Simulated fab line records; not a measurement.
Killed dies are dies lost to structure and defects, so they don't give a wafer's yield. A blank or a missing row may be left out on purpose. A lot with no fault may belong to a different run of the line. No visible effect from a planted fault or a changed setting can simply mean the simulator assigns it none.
Which tool did it? / flow sky130 / 30 wafers from 10 lots sampled at 3 of the route's 708 steps

== WHAT THE GAUGES SHOWED, per wafer ==
SKY_CAP2M_RS_MEAS_03: measurement is done with a four-point probe.
lot=L393; measured=day 40 05:09; on=film-metro-02; CAP2M_TIN_RS (ohm/sq)=6.91 6.99 6.88
lot=L392; measured=day 40 06:25; on=film-metro-02; CAP2M_TIN_RS (ohm/sq)=7.00 6.98 7.02
lot=L395; measured=day 40 18:07; on=film-metro-04; CAP2M_TIN_RS (ohm/sq)=6.90 6.93 6.86
lot=L398; measured=day 42 13:43; on=film-metro-02; CAP2M_TIN_RS (ohm/sq)=6.91 6.94 6.86
lot=L404; measured=day 44 04:49; on=film-metro-03; CAP2M_TIN_RS (ohm/sq)=6.93 6.92 6.92
lot=L403; measured=day 44 11:46; on=film-metro-04; CAP2M_TIN_RS (ohm/sq)=6.94 6.90 6.90
lot=L406; measured=day 44 19:08; on=film-metro-04; CAP2M_TIN_RS (ohm/sq)=3.48 6.92 6.83
lot=L410; measured=day 45 05:05; on=film-metro-04; CAP2M_TIN_RS (ohm/sq)=6.78 6.68 6.73
lot=L412; measured=day 45 14:28; on=film-metro-02; CAP2M_TIN_RS (ohm/sq)=6.95 6.91 6.93
lot=L415; measured=day 46 07:01; on=film-metro-04; CAP2M_TIN_RS (ohm/sq)=6.70 6.71 6.79

== EACH LOT AND THE TOOL THAT RAN IT (in order: tool; ch and the chambers of the sampled wafers; start) ==
lot=L393; SKY_VIA3_STRIP_16=plasma-asher-01 ch 0,1, day 40 03:33; SKY_CAP2M_SPUTTER_02=pvd-sputter-01, day 40 05:02
lot=L392; SKY_VIA3_STRIP_16=plasma-asher-01 ch 0,1, day 40 04:37; SKY_CAP2M_SPUTTER_02=pvd-sputter-03, day 40 06:18
lot=L395; SKY_VIA3_STRIP_16=plasma-asher-04 ch 0,1, day 40 15:36; SKY_CAP2M_SPUTTER_02=pvd-sputter-02, day 40 18:01
lot=L398; SKY_VIA3_STRIP_16=plasma-asher-04 ch 0,1, day 42 12:07; SKY_CAP2M_SPUTTER_02=pvd-sputter-03, day 42 13:34
lot=L404; SKY_VIA3_STRIP_16=plasma-asher-01 ch 0,1, day 44 03:10; SKY_CAP2M_SPUTTER_02=pvd-sputter-01, day 44 04:42
lot=L403; SKY_VIA3_STRIP_16=plasma-asher-03 ch 0,1, day 44 10:09; SKY_CAP2M_SPUTTER_02=pvd-sputter-03, day 44 11:37
lot=L406; SKY_VIA3_STRIP_16=plasma-asher-03 ch 0,1, day 44 17:31; SKY_CAP2M_SPUTTER_02=pvd-sputter-03, day 44 19:01
lot=L410; SKY_VIA3_STRIP_16=plasma-asher-03 ch 0,1, day 45 03:26; SKY_CAP2M_SPUTTER_02=pvd-sputter-01, day 45 04:57
lot=L412; SKY_VIA3_STRIP_16=plasma-asher-04 ch 0, day 45 12:48; SKY_CAP2M_SPUTTER_02=pvd-sputter-01, day 45 14:20
lot=L415; SKY_VIA3_STRIP_16=plasma-asher-01 ch 0,1, day 46 04:13; SKY_CAP2M_SPUTTER_02=pvd-sputter-02, day 46 06:54
- SKY_VIA3_STRIP_16: strips in O2/N2.
- SKY_CAP2M_SPUTTER_02: material TiN, target thk 200 nm, time 166.7 s.

== THE ANSWER, worked out from the rows above alone ==
Rule: the usual values come from the lots themselves. The widest of any qualifying gaps counts: lots, ordered by their means at a reading, are off when they make up no more than a third of the lots, leave a main group of 4 or more, and stand apart from it by 3 or more times the standard deviation of that group's means. If all means in a main group match to the digits the tables above print for the reading, that group is not used. A lot without any number at a reading at which 4 lots or more have one is off too. The other lots that the step has rows for count as sound.
Off: L406, at SKY_CAP2M_RS_MEAS_03 (CAP2M_TIN_RS). Mean 6.88 ohm/sq and standard deviation 0.086 in the main group.
A tool fits if, at a process step before that reading, it ran every lot that is off, and no sound lot after the first of them. Gauges at SKY_CAP2M_RS_MEAS_03: tried the same way as those tools. One fits: SKY_CAP2M_SPUTTER_02 on pvd-sputter-03. Its last sound lot is L403 (day 44 11:37), its first lot that is off L406 (day 44 19:01): a fault that began between those two fits.

== WHAT THE SIMULATOR PUT IN ==
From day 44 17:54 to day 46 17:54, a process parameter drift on pvd-sputter-03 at SKY_CAP2M_SPUTTER_02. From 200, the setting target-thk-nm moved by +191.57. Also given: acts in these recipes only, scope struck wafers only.
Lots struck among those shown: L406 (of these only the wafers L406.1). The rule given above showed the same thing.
